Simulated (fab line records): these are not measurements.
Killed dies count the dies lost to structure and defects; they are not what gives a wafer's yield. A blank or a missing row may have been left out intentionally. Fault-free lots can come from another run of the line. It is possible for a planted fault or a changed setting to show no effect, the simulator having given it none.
fab line records ; flow sky130
record: lots: 6; wafers: 18; lastDay: 50
route steps=708 shown VT_ADJUST_LVTN@116 VT_ADJUST_NCORE@119 VT_ADJUST_HVTR@131 PAD_OPEN@708
lots that met no fault: from a run of the same line without faults
startH: hours from the record's first day to the start of the lot's first wafer shown ; waitH: hours since the lot's step before ; " unchanged from the row above ; L1.1+2: several wafers, shown together as one row ; - no value, or no start given ; * or withheld: withheld ; < > ~ a bound
route shown NAME@n: NAME is a module with steps in the file, n the number in the route of the first one ; usual: mean and standard deviation over wafers with no fault ; same: alike in all rows ; chamber/n: place in a boat ; sites: readings site by site ; _std_site: the values' standard deviation ; _edge_site: the outer-site mean with the inner-site mean subtracted ; radiusMm: for every site, how far away it sits from the centre of the wafer ; mask NAME#n: copy n ; behind: the last tool/chamber to shape the wafer ; hold: the reason the lot was held/the length of the hold in hours/how it ended ; device: the n, p or np transistor that did not switch ; end of line: at the end of the route, the tests of the same wafers ; where a step has no rows: the recipe by itself ; killed: at the first sort, the dies lost to defects and structure; wafer yield is something else ; map: shows each die of a wafer: x if killed, . if not, _ if none is there
set.NAME: the setting the step ran with; set.NAME@STEP: the setting that earlier step ran with ; model.NAME: the simulator's own value behind a step, which no gauge read
certain route steps with their lots: each step a table, each wafer a row
services: from which hour (startH, from the record's first day; less than 0 if before it) a tool's chamber was out of use, for how many hours, and why
== steps ==
step: SKY_VT_ADJUST_LVTN_IMPLANT_19
recipe: species: B; energyKev: 30; doseCm2: 6.5e+11; tiltDeg: withheld
step: SKY_VT_ADJUST_LVTN_STRIP_20
recipe: chemistry: O2/N2; powerW: 1400; pressureMtorr: 1500; platenTempC: withheld; o2FlowSccm: 3000; n2FlowSccm: 300; overashFraction: 0.5
usual: drypumpMotorCurrentA: 6.1/0.41; oesProductAu: 0.716/0.0042; stripTimeToEndpointS: 14.18/0.039
lot.wafer;tool;chamber;startH;waitH;drypumpMotorCurrentA;oesProductAu;rfHoursCounterH;stripTimeToEndpointS
L499.1;plasmaAsher-02;1;192.04;0.1;5.6;0.720;54;14.17
L499.4;plasmaAsher-02;0;192.04;0.1;6.1;0.711;-;14.22
L499.6;plasmaAsher-02;1;192.04;0.1;5.6;0.709;-;14.18
L502.2;plasmaAsher-01;1;215.53;0.1;5.9;0.716;10;14.20
L502.3;plasmaAsher-01;1;215.53;0.1;5.9;0.714;-;14.14
L502.6;plasmaAsher-01;1;215.53;0.1;5.9;0.718;-;14.16
L509.2;plasmaAsher-02;0;269.93;0.1;6.1;0.716;61;14.19
L509.4;plasmaAsher-02;1;269.93;0.1;5.7;0.725;-;14.19
L509.6;plasmaAsher-02;1;269.93;0.1;5.7;0.707;-;14.17
L513.2;plasmaAsher-04;1;296.18;0.1;6.4;0.720;46;14.19
L513.3;plasmaAsher-04;1;296.18;0.1;6.3;0.717;-;14.21
L513.6;plasmaAsher-04;1;296.18;0.1;6.3;0.712;-;14.23
L514.2;plasmaAsher-04;0;301.78;0.1;5.4;0.717;46;14.18
L514.5;plasmaAsher-04;0;301.78;0.1;5.4;0.720;-;14.21
L514.6;plasmaAsher-04;1;301.78;0.1;6.3;0.714;-;14.23
L516.3;plasmaAsher-02;1;311.27;0.1;5.6;0.719;-;14.13
L516.5;plasmaAsher-02;1;311.27;0.1;5.6;0.719;-;14.15
L516.6;plasmaAsher-02;0;311.27;0.1;6.1;0.714;-;14.15
step: SKY_VT_ADJUST_LVTN_TW_MEAS_21
usual: VT_ADJUST_LVTN_2_TW: 188.7/1.2
lot.wafer;tool;chamber;startH;waitH;VT_ADJUST_LVTN_2_TW
L499.1;filmMetro-03;-;192.14;0.1;189.6
L499.4;filmMetro-03;-;192.14;0.1;189.0
L499.6;filmMetro-03;-;192.14;0.1;189.3
L502.2;filmMetro-04;-;215.64;0.1;186.7
L502.3;filmMetro-04;-;215.64;0.1;186.9
L502.6;filmMetro-04;-;215.64;0.1;187.2
L509.2;filmMetro-04;-;270.04;0.1;188.9
L509.4;filmMetro-04;-;270.04;0.1;189.2
L509.6;filmMetro-04;-;270.04;0.1;188.1
L513.2;filmMetro-01;-;296.29;0.1;189.4
L513.3;filmMetro-01;-;296.29;0.1;189.0
L513.6;filmMetro-01;-;296.29;0.1;189.9
L514.2;filmMetro-01;-;301.89;0.1;190.1
L514.5;filmMetro-01;-;301.89;0.1;189.2
L514.6;filmMetro-01;-;301.89;0.1;190.3
L516.3;filmMetro-03;-;311.35;0.1;191.0
L516.5;filmMetro-03;-;311.35;0.1;191.6
L516.6;filmMetro-03;-;311.35;0.1;191.6
step: SKY_VT_ADJUST_NCORE_DEHYDRATE_00
recipe: tempC: 200; timeS: 60
step: SKY_VT_ADJUST_NCORE_HMDS_01
recipe: primeTimeS: 60; primeTempC: 120
step: SKY_VT_ADJUST_NCORE_COAT_02
recipe: resist: NOVOLAK; spinRpm: 3000; resistThkNm: 1130
step: SKY_VT_ADJUST_NCORE_SOFTBAKE_03
recipe: tempC: 90; timeS: 60; resist: NOVOLAK
step: SKY_VT_ADJUST_NCORE_EXPOSE_04
recipe: maskId: LVTN_COMPLEMENT_THIN; na: 0.6; sourceShape: conventional; sigmaOuter: 0.6; polarization: unpolarized; targetCdNm: 380; doseMj: 139
step: SKY_VT_ADJUST_NCORE_PEB_05
recipe: tempC: withheld; timeS: *; resist: NOVOLAK
step: SKY_VT_ADJUST_NCORE_DEVELOP_06
recipe: resist: NOVOLAK; developer: TMAH; developTimeS: 60; devTempC: 23
step: SKY_VT_ADJUST_NCORE_CD_MEAS_07
recipe: targetCdNm: 380
usual: cdNm: 379.7/2.2
lot.wafer;tool;chamber;startH;waitH;cdNm
L499.1;cdSem-01;-;212.50;0.1;376.4
L499.4;cdSem-01;-;212.50;0.1;379.4
L499.6;cdSem-01;-;212.50;0.1;378.1
L502.2;cdSem-02;-;237.87;0.1;380.9
L502.3;cdSem-02;-;237.87;0.1;379.6
L502.6;cdSem-02;-;237.87;0.1;378.4
L509.2;cdSem-01;-;294.77;0.1;384.9
L509.4;cdSem-01;-;294.77;0.1;384.1
L509.6;cdSem-01;-;294.77;0.1;386.2
L513.2;cdSem-02;-;322.52;0.1;380.1
L513.3;cdSem-02;-;322.52;0.1;378.3
L513.6;cdSem-02;-;322.52;0.1;376.9
L514.2;cdSem-01;-;328.13;0.1;378.5
L514.5;cdSem-01;-;328.13;0.1;377.6
L514.6;cdSem-01;-;328.13;0.1;378.5
L516.3;cdSem-02;-;337.89;0.1;378.1
L516.5;cdSem-02;-;337.89;0.1;381.6
L516.6;cdSem-02;-;337.89;0.1;381.1
step: SKY_VT_ADJUST_NCORE_OVL_MEAS_08
usual: VT_ADJUST_NCORE_OVL: 1.0/1.6
lot.wafer;tool;chamber;startH;waitH;VT_ADJUST_NCORE_OVL[nm]
L499.1;overlay-01;-;212.62;0.1;1.7
L499.4;overlay-01;-;212.62;0.1;1.6
L499.6;overlay-01;-;212.62;0.1;1.6
L502.2;overlay-02;-;237.97;0.1;1.6
L502.3;overlay-02;-;237.97;0.1;1.9
L502.6;overlay-02;-;237.97;0.1;2.2
L509.2;overlay-01;-;294.89;0.1;1.9
L509.4;overlay-01;-;294.89;0.1;2.1
L509.6;overlay-01;-;294.89;0.1;2.0
L513.2;overlay-02;-;322.62;0.1;0.5
L513.3;overlay-02;-;322.62;0.1;0.4
L513.6;overlay-02;-;322.62;0.1;-0.3
L514.2;overlay-01;-;328.24;0.1;-2.1
L514.5;overlay-01;-;328.24;0.1;-2.5
L514.6;overlay-01;-;328.24;0.1;-2.1
L516.3;overlay-01;-;337.98;0.1;-1.0
L516.5;overlay-01;-;337.98;0.1;-0.7
L516.6;overlay-01;-;337.98;0.1;-1.1
step: SKY_VT_ADJUST_NCORE_IMPLANT_09
recipe: species: B; energyKev: 10; doseCm2: 2.4e+12; tiltDeg: withheld
usual: beamOnS: 10.00/0.18; doseIonsCm2: 2.3996e+12/2.8e+09; endStationPressureTorr: 5.03e-06/2.5e-07; faradayCurrentUA: 13.54/0.24
lot.wafer;tool;chamber;startH;waitH;beamOnS;doseIonsCm2;endStationPressureTorr;faradayCurrentUA
L499.1;implanter-04;0;212.65;0.0;9.88;2.4027e+12;4.87e-06;13.71
L499.4;implanter-04;0;212.65;0.0;10.03;2.3997e+12;5.23e-06;13.48
L499.6;implanter-04;0;212.65;0.0;9.74;2.4009e+12;4.95e-06;13.86
L502.2;implanter-03;0;238.03;0.0;10.08;2.3968e+12;5.27e-06;13.42
L502.3;implanter-03;0;238.03;0.0;10.33;2.3953e+12;5.23e-06;13.03
L502.6;implanter-03;0;238.03;0.0;9.71;2.3913e+12;5.26e-06;13.86
L509.2;implanter-04;0;294.95;0.0;11.09;2.3997e+12;7.015e-05;11.88
L509.4;implanter-04;0;294.95;0.0;10.89;2.3996e+12;7.449e-05;12.14
L509.6;implanter-04;0;294.95;0.0;10.97;2.3994e+12;7.331e-05;12.01
L513.2;implanter-04;0;322.68;0.0;10.89;2.3997e+12;8.033e-05;12.11
L513.3;implanter-04;0;322.68;0.0;11.75;2.404e+12;7.392e-05;11.24
L513.6;implanter-04;0;322.68;0.0;11.19;2.3963e+12;7.887e-05;11.80
L514.2;implanter-02;0;328.29;0.0;9.90;2.4009e+12;5.21e-06;13.70
L514.5;implanter-02;0;328.29;0.0;9.77;2.3963e+12;4.67e-06;13.76
L514.6;implanter-02;0;328.29;0.0;9.97;2.4009e+12;4.71e-06;13.57
L516.3;implanter-02;0;338.05;0.1;10.27;2.3963e+12;5.22e-06;13.17
L516.5;implanter-02;0;338.05;0.1;10.01;2.4004e+12;5.05e-06;13.58
L516.6;implanter-02;0;338.05;0.1;10.15;2.3971e+12;5.16e-06;13.29
step: SKY_VT_ADJUST_NCORE_STRIP_10
recipe: chemistry: O2/N2; powerW: 1400; pressureMtorr: 1500; platenTempC: withheld; o2FlowSccm: 3000; n2FlowSccm: 300; overashFraction: 0.5
usual: drypumpMotorCurrentA: 5.9/0.35; oesProductAu: 0.716/0.0049; stripTimeToEndpointS: 14.08/0.043
lot.wafer;tool;chamber;startH;waitH;drypumpMotorCurrentA;oesProductAu;rfHoursCounterH;stripTimeToEndpointS
L499.1;plasmaAsher-04;0;212.80;0.1;5.4;0.721;38;14.14
L499.4;plasmaAsher-04;0;212.80;0.1;5.4;0.719;-;14.14
L499.6;plasmaAsher-04;0;212.80;0.1;5.4;0.718;-;14.12
L502.2;plasmaAsher-04;1;238.15;0.1;6.4;0.715;41;14.04
L502.3;plasmaAsher-04;0;238.15;0.1;5.4;0.720;-;14.06
L502.6;plasmaAsher-04;1;238.15;0.1;6.4;0.706;-;14.03
L509.2;plasmaAsher-02;1;295.07;0.1;5.7;0.711;64;14.10
L509.4;plasmaAsher-02;0;295.07;0.1;6.1;0.715;-;14.05
L509.6;plasmaAsher-02;1;295.07;0.1;5.7;0.719;-;14.06
L513.2;plasmaAsher-02;0;322.80;0.1;6.0;0.708;67;14.04
L513.3;plasmaAsher-02;1;322.80;0.1;5.7;0.717;-;14.10
L513.6;plasmaAsher-02;1;322.80;0.1;5.6;0.713;-;14.04
L514.2;plasmaAsher-03;0;328.42;0.1;5.5;0.705;60;14.05
L514.5;plasmaAsher-03;1;328.42;0.1;6.1;0.715;-;14.05
L514.6;plasmaAsher-03;0;328.42;0.1;5.6;0.718;-;14.08
L516.3;plasmaAsher-02;1;338.19;0.1;5.6;0.719;-;14.10
L516.5;plasmaAsher-02;0;338.19;0.1;6.0;0.720;-;14.12
L516.6;plasmaAsher-02;1;338.19;0.1;5.6;0.716;-;14.17
step: SKY_VT_ADJUST_NCORE_TW_MEAS_11
usual: VT_ADJUST_NCORE_TW: 220.7/1.1
lot.wafer;tool;chamber;startH;waitH;VT_ADJUST_NCORE_TW
L499.1;filmMetro-02;-;212.90;0.1;219.9
L499.4;filmMetro-02;-;212.90;0.1;221.5
L499.6;filmMetro-02;-;212.90;0.1;220.8
L502.2;filmMetro-02;-;238.26;0.1;220.6
L502.3;filmMetro-02;-;238.26;0.1;220.0
L502.6;filmMetro-02;-;238.26;0.1;219.7
L509.2;filmMetro-03;-;295.18;0.1;229.9
L509.4;filmMetro-03;-;295.18;0.1;231.1
L509.6;filmMetro-03;-;295.18;0.1;229.0
L513.2;filmMetro-03;-;322.91;0.1;228.9
L513.3;filmMetro-03;-;322.91;0.1;228.0
L513.6;filmMetro-03;-;322.91;0.1;228.5
L514.2;filmMetro-03;-;328.53;0.1;221.4
L514.5;filmMetro-03;-;328.53;0.1;221.0
L514.6;filmMetro-03;-;328.53;0.1;220.7
L516.3;filmMetro-01;-;338.27;0.1;219.0
L516.5;filmMetro-01;-;338.27;0.1;218.4
L516.6;filmMetro-01;-;338.27;0.1;219.5
step: SKY_VT_ADJUST_HVTR_DEHYDRATE_00
recipe: tempC: 200; timeS: 60
step: SKY_PAD_OPEN_PROBE_99
usual: killed_at_M0_to_M3: 44/7.2; killed_at_M4_up: 3.1/1.8; killedAtContacts: 25/5.2; killedAtFrontEnd: 15/3.9; killedAtOther: 0.2/0.5; killedDies: 86/9.5; killedOpen: 47/7.3; killedShort: 40/6
same: grossDies: 492; killedAtBackSide: 0
lot.wafer;tool;chamber;startH;waitH;killed_at_M0_to_M3;killed_at_M4_up;killedAtContacts;killedAtFrontEnd;killedAtOther;killedDies;killedOpen;killedShort;model.etest.nfet_16v.rOnOhmUm;model.etest.pfetG5v0d10v5.rOnOhmUm;model.etest.resPwellUnderGate.rsOhmSq;model.etest.pfetG5v0d10v5.driveUaUm;model.etest.pfet_16v.driveUaUm;model.etest.nfet_16v.driveUaUm;model.etest.pfet_01v8_mvt.driveUaUm;model.etest.pfetG5v0d10v5.offLog10AUm
L499.1;prober-01;-;1105.36;0.1;44;2;27;7;0;80;36;44;1.403e+04;4704;2277;345.5;244;222.7;150.7;-12.59
L499.4;prober-01;-;1105.51;0.2;47;3;24;16;0;90;33;57;1.402e+04;4771;2304;335.7;242.4;220.9;148.5;-12.79
L499.6;prober-01;-;1105.61;0.2;52;4;23;16;0;95;51;44;1.401e+04;4676;2312;346.6;242.2;225.6;150.3;-12.3
L502.2;prober-01;-;1126.04;0.1;49;3;27;12;0;91;52;39;1.414e+04;4876;2303;333.4;236.9;218.6;147.1;-13.07
L502.3;prober-01;-;1126.09;0.2;39;2;25;10;0;76;36;40;1.417e+04;4733;2308;334.9;237.6;216.7;151.1;-12.66
L502.6;prober-01;-;1126.24;0.2;36;5;29;14;1;85;45;40;1.402e+04;4822;2310;331.3;239.3;217.4;148.2;-12.74
L509.2;prober-02;-;1168.33;0.1;47;1;25;9;0;82;47;35;1.471e+04;4656;2244;354.2;255.7;216.2;155.2;-11.09
L509.4;prober-02;-;1168.43;0.2;42;4;27;24;0;97;56;41;1.478e+04;4650;2262;352.8;252.9;210.2;154.8;-10.87
L509.6;prober-02;-;1168.53;0.2;39;3;29;16;0;87;43;44;1.458e+04;4608;2246;361.7;257.6;218.5;155.4;-11.1
L513.2;prober-02;-;1182.46;0.1;33;3;32;9;0;77;34;43;1.453e+04;4574;2251;355.3;258.7;210;159.9;-10.5
L513.3;prober-02;-;1182.51;0.2;35;5;25;10;0;75;41;34;1.467e+04;4608;2238;356.4;256.5;207.1;158.4;-10.37
L513.6;prober-02;-;1182.66;0.2;45;2;23;11;0;81;52;29;1.465e+04;4632;2270;351.2;257.4;208.4;158.4;-10.52
L514.2;prober-02;-;1188.43;0.1;43;4;23;20;0;90;45;45;1.369e+04;4622;2301;357.1;253.6;228.4;153.6;-12.18
L514.5;prober-02;-;1188.58;0.2;30;2;22;19;0;73;34;39;1.383e+04;4570;2289;359.9;252.2;230.6;154.3;-12.22
L514.6;prober-02;-;1188.63;0.2;56;0;27;11;1;95;50;45;1.379e+04;4556;2298;359.3;253;228.8;156.2;-12.27
L516.3;prober-01;-;1193.67;0.2;36;4;24;14;0;78;43;35;1.425e+04;4703;2290;344.3;242.6;221;154.6;-12.47
L516.5;prober-01;-;1193.77;0.2;37;2;19;18;0;76;45;31;1.425e+04;4720;2290;346.1;244.9;218.4;155.4;-12.39
L516.6;prober-01;-;1193.82;0.2;56;8;16;16;0;96;44;52;1.438e+04;4818;2302;340.8;240.2;217.6;149.9;-12.61
killed by level:class
L499.1 CONTACT:geometricParticle:open=9 LI_CONTACT:geometricParticle:open=7 VIA1:geometricParticle:short=6 VIA1:geometricParticle:open=6 VIA2:geometricParticle:short=6 VIA2:geometricParticle:open=6 CONTACT:geometricParticle:short=5 METAL2:geometricParticle:short=5
L499.4 METAL1:geometricParticle:short=12 CONTACT:geometricParticle:open=9 VIA1:geometricParticle:short=9 LI_CONTACT:geometricParticle:short=6 FIELD_ISO:geometricParticle:short=5 VIA1:geometricParticle:open=5 VIA2:geometricParticle:open=5 METAL2:geometricParticle:short=5
L499.6 VIA1:geometricParticle:open=14 VIA3:geometricParticle:open=10 CONTACT:geometricParticle:open=8 LI_CONTACT:geometricParticle:short=7 METAL1:geometricParticle:short=6 METAL2:geometricParticle:short=6 LI_CONTACT:geometricParticle:open=5 FIELD_ISO:geometricParticle:short=3
L502.2 VIA1:geometricParticle:open=12 VIA2:geometricParticle:open=8 FIELD_ISO:geometricParticle:short=7 METAL1:geometricParticle:short=7 CONTACT:geometricParticle:open=7 LI_CONTACT:geometricParticle:open=6 CONTACT:geometricParticle:short=6 VIA3:geometricParticle:open=6
L502.3 CONTACT:geometricParticle:open=10 LOCAL_INTERCONNECT:geometricParticle:short=6 VIA1:geometricParticle:open=6 METAL2:geometricParticle:short=6 CONTACT:geometricParticle:short=5 METAL1:geometricParticle:open=5 VIA2:geometricParticle:open=4 METAL3:geometricParticle:short=4
L502.6 VIA1:geometricParticle:open=10 CONTACT:geometricParticle:open=9 FIELD_ISO:geometricParticle:short=8 CONTACT:geometricParticle:short=8 LI_CONTACT:geometricParticle:open=7 VIA3:geometricParticle:open=6 METAL3:geometricParticle:short=5 VIA2:geometricParticle:open=4
L509.2 VIA3:geometricParticle:open=10 CONTACT:geometricParticle:open=9 VIA1:geometricParticle:open=6 METAL1:geometricParticle:short=6 LOCAL_INTERCONNECT:geometricParticle:short=5 METAL2:geometricParticle:short=5 VIA2:geometricParticle:open=5 LI_CONTACT:geometricParticle:open=4
L509.4 CONTACT:geometricParticle:open=13 VIA1:geometricParticle:open=9 POLY_GATE:geometricParticle:open=9 VIA3:geometricParticle:open=7 FIELD_ISO:geometricParticle:short=6 VIA2:geometricParticle:open=6 METAL2:geometricParticle:short=5 POLY_GATE:geometricParticle:short=4
L509.6 CONTACT:geometricParticle:open=10 VIA1:geometricParticle:open=8 METAL2:geometricParticle:short=8 FIELD_ISO:geometricParticle:open=6 LI_CONTACT:geometricParticle:open=6 VIA1:geometricParticle:short=6 FIELD_ISO:geometricParticle:short=5 LOCAL_INTERCONNECT:geometricParticle:short=5
L513.2 CONTACT:geometricParticle:short=9 VIA1:geometricParticle:open=9 CONTACT:geometricParticle:open=8 LOCAL_INTERCONNECT:geometricParticle:short=6 VIA2:geometricParticle:open=5 METAL1:geometricParticle:short=5 FIELD_ISO:geometricParticle:short=4 LI_CONTACT:geometricParticle:short=4
L513.3 CONTACT:geometricParticle:open=9 VIA1:geometricParticle:open=8 VIA2:geometricParticle:open=7 LOCAL_INTERCONNECT:geometricParticle:short=5 METAL4:geometricParticle:short=5 LI_CONTACT:geometricParticle:short=4 VIA1:geometricParticle:short=4 VIA2:geometricParticle:short=4
L513.6 VIA3:geometricParticle:open=10 CONTACT:geometricParticle:open=9 VIA1:geometricParticle:open=9 VIA2:geometricParticle:open=7 FIELD_ISO:geometricParticle:open=6 LI_CONTACT:geometricParticle:open=5 VIA2:geometricParticle:short=5 METAL2:geometricParticle:short=5
L514.2 VIA1:geometricParticle:open=12 LI_CONTACT:geometricParticle:open=7 CONTACT:geometricParticle:open=6 METAL1:geometricParticle:short=6 FIELD_ISO:geometricParticle:short=5 CONTACT:geometricParticle:short=5 VIA3:geometricParticle:open=5 POLY_GATE:geometricParticle:short=4
L514.5 CONTACT:geometricParticle:open=7 LI_CONTACT:geometricParticle:open=6 METAL1:geometricParticle:short=6 LOCAL_INTERCONNECT:geometricParticle:short=5 VIA2:geometricParticle:open=5 POLY_GATE:geometricParticle:open=4 POLY_GATE:geometricParticle:short=4 VIA2:geometricParticle:short=4
L514.6 VIA2:geometricParticle:open=11 CONTACT:geometricParticle:short=7 CONTACT:geometricParticle:open=7 VIA1:geometricParticle:open=7 VIA1:geometricParticle:short=7 VIA3:geometricParticle:open=7 METAL1:geometricParticle:short=5 VIA2:geometricParticle:short=5
L516.3 VIA1:geometricParticle:open=13 CONTACT:geometricParticle:open=8 LI_CONTACT:geometricParticle:open=6 METAL1:geometricParticle:short=6 CONTACT:geometricParticle:short=6 FIELD_ISO:geometricParticle:short=5 POLY_GATE:geometricParticle:open=3 METAL2:geometricParticle:short=3
L516.5 VIA1:geometricParticle:open=12 FIELD_ISO:geometricParticle:short=7 VIA3:geometricParticle:open=6 VIA2:geometricParticle:open=5 LI_CONTACT:geometricParticle:open=5 CONTACT:geometricParticle:open=5 LOCAL_INTERCONNECT:geometricParticle:short=4 POLY_GATE:geometricParticle:open=3
L516.6 METAL2:geometricParticle:short=12 VIA1:geometricParticle:open=11 METAL1:geometricParticle:short=7 CONTACT:geometricParticle:open=7 METAL4:geometricParticle:short=7 FIELD_ISO:geometricParticle:short=5 VIA3:geometricParticle:open=5 VIA2:geometricParticle:open=5
== services ==
tool;chamber;startH;hours;kind
implanter-04;-;168.66;1.5;repair
implanter-03;-;176.61;5.1;repair
implanter-03;-;177.82;2.4;repair
implanter-02;-;189.89;3.6;repair
implanter-04;-;218.75;2.1;repair
implanter-02;-;229.61;4.1;repair
implanter-04;-;236.57;2.7;repair
plasmaAsher-02;-;273.61;2.2;repair
implanter-03;-;273.84;3.7;pm
plasmaAsher-03;-;305.50;14.6;pm
plasmaAsher-04;-;317.96;2.8;pm
plasmaAsher-03;-;334.40;0.4;repair
== key ==
firstSign: step: SKY_VT_ADJUST_NCORE_IMPLANT_09; reading: endStationPressureTorr; direction: up; sigmas: 99+; usual: 5.03e-06; struck: 7.518e-05
effect: step: SKY_VT_ADJUST_NCORE_IMPLANT_09; reading: faradayCurrentUA; direction: down; sigmas: 6.9; usual: 13.54; struck: 11.86
effect: step: SKY_VT_ADJUST_NCORE_TW_MEAS_11; reading: VT_ADJUST_NCORE_TW; direction: up; sigmas: 7.5; usual: 220.7; struck: 229.2
modelEffect: step: SKY_PAD_OPEN_PROBE_99; value: etest.nfet_16v.rOnOhmUm; without: 1.409e+04; struck: 1.465e+04
metAt SKY_VT_ADJUST_NCORE_IMPLANT_09
struckWafers L509.2,L509.4,L509.6,L513.2,L513.3,L513.6
testerLeftOut L509,L513
onsetBetween 212.65 294.95
fault: kind: processParameterDrift; tool: implanter-04; chamber: -; onsetH: 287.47; steps: SKY_VT_ADJUST_NCORE_IMPLANT_09; channel: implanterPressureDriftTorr; offset: 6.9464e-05; shape: step; endH: 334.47
fault: kind: processParameterDrift; tool: implanter-04; chamber: -; onsetH: 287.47; steps: SKY_VT_ADJUST_NCORE_IMPLANT_09; channel: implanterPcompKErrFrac; offset: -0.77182; shape: step; endH: 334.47
testerLeftOut: of these lots the tester's yield and bins aren't shown, on N5 and GAA mostly nor the transistor test; their killed dies are dies lost to structure and defects alone, not to doping, threshold or leakage, so they don't give the yield
